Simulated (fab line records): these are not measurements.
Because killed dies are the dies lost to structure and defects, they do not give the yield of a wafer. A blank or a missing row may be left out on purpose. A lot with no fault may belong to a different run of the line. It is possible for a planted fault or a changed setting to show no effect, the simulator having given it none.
fab line records	flow sky130
record: lots: 12	wafers: 36	last-day: 50
route steps=708 shown VIA2@521 VIA3@576 VIA4@657 PAD_OPEN@708
lots that met no fault: taken from a fault-free run of the same line
start-h: start of the lot's first displayed wafer, in hours after the record's first day	wait-h: hours elapsed since this lot's preceding step	" same as the row above	L1.1+2: a row that stands for several wafers	- value missing, or start not given	* or withheld: withheld	< > ~ a bound
route shown NAME@n: NAME is a module with steps in the file, n the number in the route of the first one	usual: the fault-free wafers' mean and standard deviation	same: alike in all rows	chamber/n: place in a boat	sites: the reading at each site	_std_site: standard deviation across them	_edge_site: the outer-site mean with the inner-site mean subtracted	radius-mm: for every site, how far away it sits from the centre of the wafer	mask NAME#n: copy n	behind: the tool/chamber that last shaped the wafer	hold: why the lot went on hold/how many hours it stayed there/how the hold came to an end	device: the n, p or np transistor that did not switch	end of line: at the end of the route, the tests of the same wafers	for a step that has no rows: nothing shown but its recipe	killed: the dies lost at the first sort to structure and to defects; this is not the yield of the wafer	map: a wafer's dies, marking killed ones x, the rest . and places with no die _
set.NAME: setting as actually run; set.NAME@STEP: the setting as run at that earlier step	model.NAME: the simulator's own value behind a step, which no gauge read
the route's steps for a sample of lots (tables are steps, rows are wafers)
services: when a tool's chamber went out of use (start-h, in hours from the record's first day, below 0 if earlier), for how many hours, and the reason
== steps ==
step: SKY_VIA2_ETCH_14
recipe: chemistry: N2/H2	target: BARC	ion-energy-ev: 200	source-w: 500	bias-w: 100	pressure-mtorr: 30	n2-flow-sccm: 100	h2-flow-sccm: 200	stop-on: SiO2	time-s: 45.9	target-depth-a: 600
usual: drypump-motor-current-A: 5.4/0.45	n2-flow-sccm: 100.00/0.3	oes-product-au: 0.855/0.0047	throttle-valve-pct: 13.225/0.009
lot.wafer	tool	chamber	start-h	wait-h	drypump-motor-current-A	n2-flow-sccm	oes-product-au	rf-hours-counter-h	throttle-valve-pct
L183.2	rie-diel-01	1	838.87	0.0	5.5	99.97	0.850	8	13.215
L183.3	"	2	"	"	5.9	100.28	0.850	7	13.220
L183.4	"	1	"	"	5.5	99.65	0.849	-	13.227
L185.1	rie-diel-03	0	855.17	0.0	6.1	99.62	0.854	4	13.228
L185.2	"	2	"	"	5.4	100.04	0.861	11	13.232
L185.6	"	3	"	"	5.8	100.38	0.850	-	13.225
L186.1	rie-diel-01	1	862.12	0.0	5.5	100.29	0.853	8	13.227
L186.5	"	3	"	"	5.0	99.81	0.856	-	13.228
L186.6	"	0	"	"	5.3	100.29	0.857	-	13.227
L187.1	rie-diel-01	1	869.18	0.0	5.6	100.33	0.857	8	13.228
L187.2	"	2	"	"	5.9	100.11	0.854	8	13.212
L187.3	"	3	"	"	5.0	100.02	0.853	4	13.227
L188.2	rie-diel-04	0	911.49	0.0	4.8	100.07	0.849	5	13.212
L188.5	"	2	"	"	5.0	99.96	0.853	-	13.234
L188.6	"	3	"	"	5.9	100.37	0.853	-	13.224
L189.1	rie-diel-03	0	912.37	0.0	6.1	99.72	0.860	6	13.239
L189.3	"	3	"	"	5.8	99.94	0.853	3	13.244
L189.4	"	1	"	"	4.6	100.01	0.867	11	13.239
L192.1	rie-diel-01	2	922.47	0.0	5.9	100.13	0.853	10	13.238
L192.3	"	3	"	"	5.0	100.03	0.854	5	13.228
L192.6	"	1	"	"	5.5	99.94	0.854	-	13.221
L195.1	rie-diel-01	3	934.27	0.0	5.0	100.36	0.854	5	13.228
L195.2	"	1	"	"	5.5	99.87	0.859	10	13.234
L195.6	"	3	"	"	5.0	100.23	0.855	-	13.208
L194.4	rie-diel-01	1	940.72	0.0	5.5	99.92	0.859	11	13.224
L194.5	"	2	"	"	5.9	99.57	0.851	-	13.227
L194.6	"	3	"	"	5.0	100.32	0.862	-	13.225
L203.1	rie-diel-04	1	1003.68	0.0	5.5	100.23	0.855	18	13.223
L203.4	"	1	"	"	5.5	100.16	0.866	-	13.236
L203.5	"	3	"	"	5.9	99.91	0.856	-	13.227
L204.3	rie-diel-04	0	1014.52	0.0	4.8	100.19	0.851	9	13.216
L204.4	"	3	"	"	5.9	100.24	0.864	21	13.220
L204.5	"	3	"	"	5.9	99.66	0.858	-	13.219
L205.1	rie-diel-03	3	1014.87	0.0	5.8	99.93	0.851	6	13.228
L205.3	"	2	"	"	5.4	99.56	0.852	16	13.214
L205.5	"	1	"	"	4.6	100.30	0.852	-	13.236
step: SKY_VIA3_BOW_MEAS_03
recipe: mode: bow
usual: VIA3_BOW: 80/6.1
lot.wafer	tool	chamber	start-h	wait-h	VIA3_BOW[um]
L183.2	film-metro-04	-	893.93	0.2	78
L183.3	"	-	"	"	72
L183.4	"	-	"	"	76
L185.1	film-metro-03	-	910.01	0.2	87
L185.2	"	-	"	"	81
L185.6	"	-	"	"	78
L186.1	film-metro-02	-	916.76	0.1	87
L186.5	"	-	"	"	82
L186.6	"	-	"	"	85
L187.1	film-metro-04	-	922.75	0.2	84
L187.2	"	-	"	"	75
L187.3	"	-	"	"	74
L188.2	film-metro-02	-	964.37	0.2	71
L188.5	"	-	"	"	87
L188.6	"	-	"	"	90
L189.1	film-metro-03	-	965.80	0.2	84
L189.3	"	-	"	"	72
L189.4	"	-	"	"	73
L192.1	film-metro-03	-	975.61	0.2	73
L192.3	"	-	"	"	86
L192.6	"	-	"	"	79
L195.1	film-metro-03	-	990.39	0.1	78
L195.2	"	-	"	"	90
L195.6	"	-	"	"	85
L194.4	film-metro-02	-	994.35	0.3	79
L194.5	"	-	"	"	74
L194.6	"	-	"	"	76
L203.1	film-metro-02	-	1051.33	0.1	78
L203.4	"	-	"	"	78
L203.5	"	-	"	"	65
L204.3	film-metro-02	-	1062.60	0.1	80
L204.4	"	-	"	"	80
L204.5	"	-	"	"	79
L205.1	film-metro-04	-	1063.56	0.1	80
L205.3	"	-	"	"	72
L205.5	"	-	"	"	80
step: SKY_VIA3_OVL_MEAS_13
usual: VIA3_OVL: -3/5
lot.wafer	tool	chamber	start-h	wait-h	VIA3_OVL[nm]
L183.2	overlay-01	-	919.25	0.1	-3
L183.3	"	-	"	"	-6
L183.4	"	-	"	"	-6
L185.1	overlay-02	-	934.34	0.1	-9
L185.2	"	-	"	"	-5
L185.6	"	-	"	"	-2
L186.1	overlay-01	-	941.03	0.1	4
L186.5	"	-	"	"	-1
L186.6	"	-	"	"	1
L187.1	overlay-02	-	947.09	0.1	-1
L187.2	"	-	"	"	-1
L187.3	"	-	"	"	-6
L188.2	overlay-02	-	988.15	0.1	-8
L188.5	"	-	"	"	7
L188.6	"	-	"	"	-1
L189.1	overlay-01	-	989.37	0.1	6
L189.3	"	-	"	"	-3
L189.4	"	-	"	"	1
L192.1	overlay-01	-	998.17	0.1	0
L192.3	"	-	"	"	-1
L192.6	"	-	"	"	-4
L195.1	overlay-01	-	1010.95	0.1	8
L195.2	"	-	"	"	-3
L195.6	"	-	"	"	-3
L194.4	overlay-01	-	1016.45	0.1	-2
L194.5	"	-	"	"	-2
L194.6	"	-	"	"	-8
L203.1	overlay-02	-	1072.75	0.1	-12
L203.4	"	-	"	"	-2
L203.5	"	-	"	"	-9
L204.3	overlay-01	-	1083.25	0.1	-2
L204.4	"	-	"	"	7
L204.5	"	-	"	"	7
L205.1	overlay-02	-	1084.17	0.1	-11
L205.3	"	-	"	"	-2
L205.5	"	-	"	"	-6
step: SKY_VIA4_CVD_18
recipe: material: W	target-thk-nm: 505	time-s: 152.14	temp-c: 400	pressure-torr: 40
usual: heater-power-w: 727/61
lot.wafer	tool	chamber	start-h	wait-h	heater-power-w
L183.2	cvd-w-01	1	995.46	0.0	706
L183.3	"	0	"	"	717
L183.4	"	1	"	"	704
L185.1	cvd-w-01	1	1011.89	0.0	700
L185.2	"	0	"	"	708
L185.6	"	0	"	"	719
L186.1	cvd-w-02	1	1018.23	0.0	862
L186.5	"	1	"	"	856
L186.6	"	0	"	"	649
L187.1	cvd-w-01	0	1020.86	0.0	705
L187.2	"	1	"	"	694
L187.3	"	0	"	"	716
L188.2	cvd-w-01	0	1061.27	0.0	725
L188.5	"	1	"	"	708
L188.6	"	0	"	"	717
L189.1	cvd-w-01	1	1063.09	0.0	690
L189.3	"	0	"	"	693
L189.4	"	1	"	"	690
L192.1	cvd-w-01	0	1068.74	0.0	731
L192.3	"	1	"	"	672
L192.6	"	0	"	"	714
L195.1	cvd-w-01	1	1079.70	0.0	702
L195.2	"	0	"	"	705
L195.6	"	0	"	"	723
L194.4	cvd-w-02	1	1085.92	0.1	846
L194.5	"	1	"	"	865
L194.6	"	0	"	"	674
L203.1	cvd-w-01	1	1135.72	0.0	694
L203.4	"	1	"	"	675
L203.5	"	0	"	"	710
L204.3	cvd-w-01	0	1146.94	0.1	713
L204.4	"	1	"	"	701
L204.5	"	0	"	"	729
L205.1	cvd-w-01	1	1148.89	0.0	714
L205.3	"	0	"	"	732
L205.5	"	1	"	"	669
step: SKY_PAD_OPEN_PROBE_99
usual: defect-limited-yield: 82.5/1.9	killed_at_M0_to_M3: 44/7.2	killed_at_M4_up: 3.0/1.8	killed-at-contacts: 24/5.4	killed-at-front-end: 14/4.4	killed-at-other: 0.4/0.64	killed-dies: 86/9.4	killed-on-rim: 17/3.8	killed-open: 47/7.7	killed-short: 39/5.8	sort_bin_3_pad_short: 0.9/0.38	sort_bin_5_function: 10.3/1.4	sort_bin_6_memory: 6.4/1.2	sort-n-pass: 406/9.4	sort-yield-pct: 82.5/1.9
same: gross-dies: 492	killed-at-back-side: 0	sort_bin_4_leakage[%]: 0	sort_bin_8_speed[%]: 0
lot.wafer	tool	chamber	start-h	wait-h	defect-limited-yield[%]	killed_at_M0_to_M3	killed_at_M4_up	killed-at-contacts	killed-at-front-end	killed-at-other	killed-dies	killed-on-rim	killed-open	killed-short	sort_bin_3_pad_short[%]	sort_bin_5_function[%]	sort_bin_6_memory[%]	sort-n-pass	sort-yield-pct[%]
L183.2	prober-02	-	1066.16	0.1	80.3	50	2	23	21	1	97	18	53	43	0.6	11.8	7.3	395	80.3
L183.3	prober-02	-	1066.21	0.2	84.8	38	6	22	9	0	75	20	39	36	1.4	8.9	4.9	417	84.8
L183.4	prober-02	-	1066.26	0.2	83.9	42	0	27	10	0	79	11	39	40	0.6	10.6	4.9	413	83.9
L185.1	prober-02	-	1081.17	0.1	85.6	34	4	23	10	0	71	15	37	34	0.8	8.7	4.9	421	85.6
L185.2	prober-02	-	1081.22	0.1	84.1	39	2	24	13	0	78	14	51	27	0.4	10.2	5.3	414	84.1
L185.6	prober-02	-	1081.42	0.2	82.7	48	4	19	14	0	85	17	40	44	1.8	11.2	4.3	407	82.7
L186.1	prober-01	-	1087.56	0.1	83.7	47	0	25	8	0	80	14	41	37	1.6	9.6	5.1	412	83.7
L186.5	prober-01	-	1087.76	0.2	83.5	35	3	23	20	0	81	19	43	37	0.8	11.0	4.7	411	83.5
L186.6	prober-01	-	1087.81	0.2	80.9	47	3	32	12	0	94	21	53	41	1.0	11.8	6.3	398	80.9
L187.1	prober-02	-	1089.41	0.1	82.7	42	1	20	21	1	85	15	41	44	1.2	10.0	6.1	407	82.7
L187.2	prober-02	-	1089.46	0.1	82.3	44	1	31	11	0	87	15	52	35	1.4	9.8	6.5	405	82.3
L187.3	prober-02	-	1089.51	0.2	77.4	57	2	39	13	0	111	23	52	59	0.8	13.2	8.5	381	77.4
L188.2	prober-01	-	1125.82	0.1	79.1	50	4	28	18	3	103	26	65	35	0.8	12.6	7.5	389	79.1
L188.5	prober-01	-	1125.97	0.2	79.7	45	2	30	22	1	100	24	56	43	1.2	12.6	6.5	392	79.7
L188.6	prober-01	-	1126.02	0.2	82.9	41	5	23	13	2	84	13	47	37	0	8.9	8.1	408	82.9
L189.1	prober-01	-	1129.11	0.1	81.9	46	4	27	12	0	89	11	54	35	1.0	10.8	6.3	403	81.9
L189.3	prober-01	-	1129.21	0.2	82.3	44	5	25	13	0	87	16	45	42	0.8	10.2	6.7	405	82.3
L189.4	prober-01	-	1129.26	0.2	76.8	77	3	19	15	0	114	22	66	48	1.4	12.6	9.1	378	76.8
L192.1	prober-02	-	1132.08	0.1	82.1	43	3	26	16	0	88	16	51	37	1.0	10.4	6.5	404	82.1
L192.3	prober-02	-	1132.18	0.2	80.7	56	3	19	17	0	95	17	57	38	0.6	12.6	6.1	397	80.7
L192.6	prober-02	-	1132.33	0.2	81.5	53	1	21	16	0	91	18	45	46	1.0	10.0	7.5	401	81.5
L195.1	prober-01	-	1142.23	0.1	71.1	96	1	34	11	0	142	18	41	40	3.5	18.9	6.5	350	71.1
L195.2	prober-01	-	1142.28	0.1	72.4	102	4	18	11	1	136	17	38	35	3.9	18.1	5.7	356	72.4
L195.6	prober-01	-	1142.48	0.2	67.5	108	7	27	18	0	160	20	53	39	4.1	19.9	8.5	332	67.5
L194.4	prober-02	-	1149.28	0.2	69.7	107	1	24	17	0	149	22	46	38	4.9	15.7	9.8	343	69.7
L194.5	prober-02	-	1149.33	0.2	73.0	96	3	24	10	0	133	17	40	30	3.5	16.5	7.1	359	73.0
L194.6	prober-02	-	1149.38	0.2	72.6	107	0	22	6	0	135	18	36	30	4.9	14.8	7.7	357	72.6
L203.1	prober-01	-	1192.42	0.1	84.3	43	5	17	12	0	77	12	41	36	0.8	8.7	6.1	415	84.3
L203.4	prober-01	-	1192.57	0.2	82.9	41	3	26	14	0	84	12	42	42	0.8	9.8	6.5	408	82.9
L203.5	prober-01	-	1192.62	0.2	83.5	34	8	21	17	1	81	17	43	37	1.6	10.0	4.9	411	83.5
L204.3	prober-02	-	1201.43	0.2	86.0	32	2	23	12	0	69	10	34	35	0.6	8.7	4.7	423	86.0
L204.4	prober-02	-	1201.48	0.2	86.0	32	6	15	16	0	69	16	36	33	0.4	8.1	5.5	423	86.0
L204.5	prober-02	-	1201.53	0.2	82.3	37	3	22	25	0	87	22	43	43	0.4	10.2	7.1	405	82.3
L205.1	prober-01	-	1203.17	0.1	82.3	44	4	29	8	2	87	15	45	42	0.4	9.3	7.9	405	82.3
L205.3	prober-01	-	1203.27	0.2	79.7	43	3	29	25	0	100	25	53	47	1.6	12.6	6.1	392	79.7
L205.5	prober-01	-	1203.37	0.2	83.1	40	3	22	18	0	83	14	40	43	0.4	10.8	5.7	409	83.1
killed by level:class
L183.2 VIA3:geometric-particle:open=11 CONTACT:geometric-particle:open=9 VIA1:geometric-particle:open=8 CONTACT:geometric-particle:short=7 METAL2:geometric-particle:short=7 FIELD_ISO:geometric-particle:open=6 POLY_GATE:geometric-particle:short=5 VIA2:geometric-particle:short=5
L183.3 VIA1:geometric-particle:open=8 CONTACT:geometric-particle:open=7 LI_CONTACT:geometric-particle:open=7 METAL2:geometric-particle:short=7 VIA2:geometric-particle:open=5 METAL4:geometric-particle:short=4 FIELD_ISO:geometric-particle:short=3 METAL3:geometric-particle:short=3
L183.4 VIA3:geometric-particle:open=10 VIA1:geometric-particle:open=8 LOCAL_INTERCONNECT:geometric-particle:short=7 LI_CONTACT:geometric-particle:open=6 CONTACT:geometric-particle:open=6 CONTACT:geometric-particle:short=5 VIA1:geometric-particle:short=5 VIA2:geometric-particle:open=5
L185.1 LI_CONTACT:geometric-particle:open=9 VIA2:geometric-particle:open=8 CONTACT:geometric-particle:short=6 VIA1:geometric-particle:open=6 CONTACT:geometric-particle:open=4 VIA3:geometric-particle:open=4 METAL4:geometric-particle:short=4 FIELD_ISO:geometric-particle:open=3
L185.2 VIA1:geometric-particle:open=15 LI_CONTACT:geometric-particle:open=10 POLY_GATE:geometric-particle:open=6 VIA3:geometric-particle:open=6 CONTACT:geometric-particle:open=6 CONTACT:geometric-particle:short=4 VIA2:geometric-particle:short=4 VIA2:geometric-particle:open=4
L185.6 VIA1:geometric-particle:open=11 METAL2:geometric-particle:short=7 CONTACT:geometric-particle:short=7 VIA2:geometric-particle:short=6 VIA1:geometric-particle:short=6 VIA2:geometric-particle:open=6 VIA3:geometric-particle:open=5 FIELD_ISO:geometric-particle:short=4
L186.1 METAL1:geometric-particle:short=14 VIA1:geometric-particle:open=14 LI_CONTACT:geometric-particle:open=8 CONTACT:geometric-particle:open=7 CONTACT:geometric-particle:short=4 VIA1:geometric-particle:short=4 LOCAL_INTERCONNECT:geometric-particle:short=3 VIA2:geometric-particle:open=3
L186.5 VIA3:geometric-particle:open=9 CONTACT:geometric-particle:open=7 METAL1:geometric-particle:short=6 POLY_GATE:geometric-particle:open=5 LI_CONTACT:geometric-particle:open=5 VIA1:geometric-particle:open=5 FIELD_ISO:geometric-particle:short=4 LI_CONTACT:geometric-particle:short=4
L186.6 CONTACT:geometric-particle:open=16 VIA1:geometric-particle:open=14 FIELD_ISO:geometric-particle:short=7 LOCAL_INTERCONNECT:geometric-particle:short=6 VIA1:geometric-particle:short=6 VIA2:geometric-particle:open=6 VIA3:geometric-particle:open=6 METAL2:geometric-particle:short=5
L187.1 VIA1:geometric-particle:open=12 FIELD_ISO:geometric-particle:short=9 LI_CONTACT:geometric-particle:open=7 METAL1:geometric-particle:short=7 METAL2:geometric-particle:short=5 VIA2:geometric-particle:open=5 FIELD_ISO:geometric-particle:open=4 POLY_GATE:geometric-particle:short=4
L187.2 VIA3:geometric-particle:open=10 LI_CONTACT:geometric-particle:open=9 CONTACT:geometric-particle:open=9 VIA2:geometric-particle:open=8 VIA1:geometric-particle:open=7 METAL1:geometric-particle:short=6 CONTACT:geometric-particle:short=6 LI_CONTACT:geometric-particle:short=4
L187.3 VIA1:geometric-particle:open=15 LI_CONTACT:geometric-particle:open=12 METAL2:geometric-particle:short=11 CONTACT:geometric-particle:open=9 CONTACT:geometric-particle:short=7 METAL3:geometric-particle:short=6 METAL1:geometric-particle:short=6 LOCAL_INTERCONNECT:geometric-particle:short=5
L188.2 LI_CONTACT:geometric-particle:open=13 VIA1:geometric-particle:open=11 VIA3:geometric-particle:open=10 METAL2:geometric-particle:short=7 POLY_GATE:geometric-particle:open=6 CONTACT:geometric-particle:short=6 CONTACT:geometric-particle:open=6 VIA2:geometric-particle:open=5
L188.5 VIA1:geometric-particle:open=12 CONTACT:geometric-particle:open=11 CONTACT:geometric-particle:short=7 VIA2:geometric-particle:open=7 VIA3:geometric-particle:open=7 FIELD_ISO:geometric-particle:short=6 POLY_GATE:geometric-particle:short=6 LI_CONTACT:geometric-particle:open=6
L188.6 CONTACT:geometric-particle:open=11 LI_CONTACT:geometric-particle:open=8 VIA1:geometric-particle:open=7 VIA2:geometric-particle:open=7 METAL1:geometric-particle:short=6 VIA3:geometric-particle:open=6 METAL2:geometric-particle:short=5 VIA2:geometric-particle:short=5
L189.1 VIA3:geometric-particle:open=10 VIA1:geometric-particle:open=8 LI_CONTACT:geometric-particle:open=7 CONTACT:geometric-particle:open=6 METAL1:geometric-particle:short=6 VIA2:geometric-particle:open=5 LOCAL_INTERCONNECT:geometric-particle:open=4 LOCAL_INTERCONNECT:geometric-particle:short=4
L189.3 VIA1:geometric-particle:open=12 CONTACT:geometric-particle:open=7 METAL2:geometric-particle:short=7 LOCAL_INTERCONNECT:geometric-particle:short=5 CONTACT:geometric-particle:short=5 METAL1:geometric-particle:short=5 METAL4:geometric-particle:short=5 POLY_GATE:geometric-particle:open=4
L189.4 VIA1:geometric-particle:open=18 VIA3:geometric-particle:open=10 METAL2:geometric-particle:short=9 METAL1:geometric-particle:short=8 VIA2:geometric-particle:open=8 VIA1:geometric-particle:short=7 CONTACT:geometric-particle:open=6 METAL2:geometric-particle:open=5
L192.1 CONTACT:geometric-particle:open=13 VIA1:geometric-particle:open=13 CONTACT:geometric-particle:short=7 VIA2:geometric-particle:open=7 VIA1:geometric-particle:short=6 LI_CONTACT:geometric-particle:open=6 VIA3:geometric-particle:open=5 FIELD_ISO:geometric-particle:short=4
L192.3 VIA1:geometric-particle:open=12 CONTACT:geometric-particle:open=10 VIA3:geometric-particle:open=7 METAL2:geometric-particle:short=7 FIELD_ISO:geometric-particle:short=6 LI_CONTACT:geometric-particle:open=6 METAL1:geometric-particle:short=6 VIA2:geometric-particle:open=6
L192.6 VIA1:geometric-particle:open=12 LI_CONTACT:geometric-particle:open=8 METAL3:geometric-particle:short=8 METAL2:geometric-particle:short=7 METAL1:geometric-particle:short=6 CONTACT:geometric-particle:open=5 VIA2:geometric-particle:open=5 VIA3:geometric-particle:short=5
L195.1 VIA2:unspecified=61 CONTACT:geometric-particle:open=11 METAL1:geometric-particle:short=8 VIA3:geometric-particle:open=8 LI_CONTACT:geometric-particle:open=7 LOCAL_INTERCONNECT:geometric-particle:short=7 CONTACT:geometric-particle:short=6 VIA1:geometric-particle:open=5
L195.2 VIA2:unspecified=63 CONTACT:geometric-particle:open=7 VIA1:geometric-particle:open=7 VIA3:geometric-particle:open=6 METAL1:geometric-particle:short=5 LI_CONTACT:geometric-particle:open=5 VIA1:geometric-particle:short=5 POLY_GATE:geometric-particle:short=4
L195.6 VIA2:unspecified=68 VIA2:geometric-particle:open=12 CONTACT:geometric-particle:open=9 VIA1:geometric-particle:open=8 VIA3:geometric-particle:open=7 FIELD_ISO:geometric-particle:short=6 POLY_GATE:geometric-particle:open=6 METAL1:geometric-particle:short=6
L194.4 VIA2:unspecified=65 VIA1:geometric-particle:open=13 LOCAL_INTERCONNECT:geometric-particle:short=8 CONTACT:geometric-particle:open=7 POLY_GATE:geometric-particle:open=6 VIA3:geometric-particle:open=5 POLY_GATE:geometric-particle:short=5 METAL1:geometric-particle:short=5
L194.5 VIA2:unspecified=63 VIA1:geometric-particle:open=9 CONTACT:geometric-particle:open=8 LI_CONTACT:geometric-particle:open=7 METAL2:geometric-particle:short=7 VIA1:geometric-particle:short=5 LI_CONTACT:geometric-particle:short=4 VIA2:geometric-particle:open=4
L194.6 VIA2:unspecified=69 CONTACT:geometric-particle:open=9 LI_CONTACT:geometric-particle:open=7 VIA1:geometric-particle:open=6 VIA2:geometric-particle:short=6 CONTACT:geometric-particle:short=5 VIA2:geometric-particle:open=5 VIA3:geometric-particle:open=5
L203.1 VIA1:geometric-particle:open=13 CONTACT:geometric-particle:open=6 METAL1:geometric-particle:short=6 VIA2:geometric-particle:open=6 LI_CONTACT:geometric-particle:open=5 METAL2:geometric-particle:short=5 METAL4:geometric-particle:short=5 POLY_GATE:geometric-particle:short=4
L203.4 VIA1:geometric-particle:open=13 LOCAL_INTERCONNECT:geometric-particle:short=7 VIA3:geometric-particle:open=7 CONTACT:geometric-particle:open=6 METAL2:geometric-particle:short=6 LI_CONTACT:geometric-particle:open=5 LI_CONTACT:geometric-particle:short=4 CONTACT:geometric-particle:short=4
L203.5 LI_CONTACT:geometric-particle:open=9 VIA1:geometric-particle:open=9 VIA2:geometric-particle:open=8 FIELD_ISO:geometric-particle:short=7 METAL4:geometric-particle:short=7 LOCAL_INTERCONNECT:geometric-particle:short=5 FIELD_ISO:geometric-particle:open=4 CONTACT:geometric-particle:open=4
L204.3 LI_CONTACT:geometric-particle:open=9 FIELD_ISO:geometric-particle:short=7 CONTACT:geometric-particle:open=7 METAL1:geometric-particle:short=6 VIA2:geometric-particle:open=6 METAL2:geometric-particle:short=4 VIA3:geometric-particle:open=4 VIA1:geometric-particle:open=3
L204.4 METAL1:geometric-particle:short=7 LI_CONTACT:geometric-particle:open=6 VIA3:geometric-particle:open=6 VIA1:geometric-particle:short=5 VIA1:geometric-particle:open=5 POLY_GATE:geometric-particle:open=4 FIELD_ISO:geometric-particle:open=3 METAL2:geometric-particle:short=3
L204.5 VIA1:geometric-particle:open=8 FIELD_ISO:geometric-particle:short=6 POLY_GATE:geometric-particle:short=6 LI_CONTACT:geometric-particle:open=6 CONTACT:geometric-particle:open=6 POLY_GATE:geometric-particle:open=5 LOCAL_INTERCONNECT:geometric-particle:short=5 METAL1:geometric-particle:short=5
L205.1 CONTACT:geometric-particle:open=9 VIA1:geometric-particle:open=7 VIA2:geometric-particle:open=7 VIA3:geometric-particle:open=6 LI_CONTACT:geometric-particle:open=5 LOCAL_INTERCONNECT:geometric-particle:short=5 CONTACT:geometric-particle:short=5 VIA3:geometric-particle:short=5
L205.3 CONTACT:geometric-particle:open=14 VIA1:geometric-particle:open=9 VIA1:geometric-particle:short=8 METAL1:geometric-particle:short=7 FIELD_ISO:geometric-particle:open=6 POLY_GATE:geometric-particle:open=5 LI_CONTACT:geometric-particle:open=5 CONTACT:geometric-particle:short=5
L205.5 VIA1:geometric-particle:open=8 VIA1:geometric-particle:short=7 LI_CONTACT:geometric-particle:short=5 CONTACT:geometric-particle:short=5 CONTACT:geometric-particle:open=5 VIA3:geometric-particle:open=5 FIELD_ISO:geometric-particle:open=4 LI_CONTACT:geometric-particle:open=4
== services ==
tool	chamber	start-h	hours	kind
rie-diel-03	3	845.05	2.0	repair
cvd-w-02	-	846.09	1.1	repair
rie-diel-01	-	863.41	0.3	repair
rie-diel-03	2	869.44	5.7	repair
rie-diel-03	1	891.68	16.5	repair
rie-diel-01	0	893.94	7.2	repair
cvd-w-01	-	904.06	14.0	pm
rie-diel-04	2	946.14	21.9	repair
cvd-w-02	-	979.00	2.8	pm
cvd-w-02	-	981.99	28.1	pm
rie-diel-04	2	992.61	14.2	repair
rie-diel-01	2	997.33	4.7	repair
rie-diel-01	0	998.51	10.7	repair
cvd-w-01	-	1009.18	0.9	repair
rie-diel-03	1	1019.52	4.4	repair
rie-diel-01	3	1021.32	1.5	repair
rie-diel-03	3	1021.57	12.0	repair
rie-diel-01	0	1021.94	2.9	repair
rie-diel-03	-	1032.03	0.6	repair
rie-diel-01	3	1079.78	6.7	repair
rie-diel-01	0	1082.98	4.6	repair
rie-diel-04	-	1099.49	0.2	repair
rie-diel-03	1	1121.02	8.8	repair
rie-diel-04	2	1122.45	4.4	repair
== key ==
first-sign: step: SKY_PAD_OPEN_PROBE_99	reading: sort_bin_3_pad_short	direction: up	sigmas: 8.5	usual: 0.9	struck: 4.1
effect: step: SKY_PAD_OPEN_PROBE_99	reading: killed_at_M0_to_M3	direction: up	sigmas: 8.1	usual: 44	struck: 103
met-at SKY_VIA2_ETCH_14
struck-lots L194,L195
not-acting-at SKY_VIA3_BOW_MEAS_03,SKY_VIA3_OVL_MEAS_13,SKY_VIA4_CVD_18
onset-between 922.47 934.27
fault: kind: chamber-particle-source	tool: rie-diel-01	chamber: -	onset-h: 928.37	steps: SKY_VIA2_ETCH_14	rate-per-visit-cm2: 1.6903	end-h: 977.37
